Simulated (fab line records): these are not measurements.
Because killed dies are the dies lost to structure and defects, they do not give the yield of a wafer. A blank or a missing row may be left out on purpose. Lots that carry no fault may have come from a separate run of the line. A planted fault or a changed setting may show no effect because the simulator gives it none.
Code-filled problem report in 8D (eight disciplines) form    flow gf180mcu    the parts of the form that need people (team, actions taken, sign-off) are left out

1. THE PROBLEM
At GF_VT_IMPLANT_COAT_24, spin speed rpm averages 3442.9 rpm over 6 wafers from 2 lots, while fault-free wafers read 3000.0 rpm, standard deviation 2. That is +99 or more standard deviations from the usual mean.
The step: resist thk 1000 nm.
First observed at day 10 08:50: wafer L219.1, on litho track-03. The record holds 39 wafers of 13 lots with a number at this step. By rule, "out" or "out of limits" means more than 4 standard deviations away from the usual mean. Any other wafer with a number is counted as sound.

2. WHAT IT IS; WHAT IT IS NOT
question                     is                      is not
which readings at this step  spin speed rpm          -
which lots                   L219, L221              L205, L206, L208, L209, L210, L223, L224, L225, L226, L227, L228
which wafers of those lots   all that have a number  -
read on which tools          litho track-03          litho track-01, litho track-04
when                         from day 10 08:50       up to then (15 sound wafers); but 18 sound wafers of L223, L224, L225, L226, L227, L228 came after

3. SUSPECTS, AND WHAT RULES EACH OUT
Counting: a tool at any process step up to the reading remains a suspect when it ran all the lots that are out and ran no sound lot after the first of those.
- litho track-03 at GF_VT_IMPLANT_COAT_24 (resist thk 1000 nm): kept. All lots that are out passed through it, beginning with L219 at day 10 08:50, and no sound lot followed; its final sound lot before that point was L209 at day 7 13:36. Its own readings are out on those wafers: spin speed rpm.
After counting, what remains is litho track-03 at GF_VT_IMPLANT_COAT_24.

4. THE CAUSE (what the simulator had put in)
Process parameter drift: litho track-03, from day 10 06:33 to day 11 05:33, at GF_VT_IMPLANT_COAT_24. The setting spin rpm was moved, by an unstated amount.
Counting left only this tool.

5. SEQUENCE OF EFFECTS, ordered by route
Each row: a reading whose mean over the struck wafers that have a number lies more than 3 standard deviations from the usual. Scope: only readings with a usual standard deviation given in the record; hours: median across lots of the time from each lot's start at the first step in this table that gives one to its start at this step; sigmas: change in usual standard deviations.
hours  step                    reading                   usual       on struck wafers  change  sigmas
0      GF_VT_IMPLANT_COAT_24   spin speed rpm            3000.0 rpm  3442.9            +442.9  +99 or more
10     GF_VT_IMPLANT_STRIP_31  strip time to endpoint s  12.64 s     11.86             -0.78   -23
Its process steps:
- GF_VT_IMPLANT_COAT_24: resist thk 1000 nm.
- GF_VT_IMPLANT_STRIP_31: strips in O2/N2.
Later steps that measure or inspect, where all struck wafers having a row at the step show a number for every such reading and not one has moved that far: GF_V2_CD_MEAS_14.

6. HOW IT WOULD HAVE BEEN CAUGHT EARLIER
In this record no reading fell out of limits until day 10 08:50, 2 hours after the fault had begun at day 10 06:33.
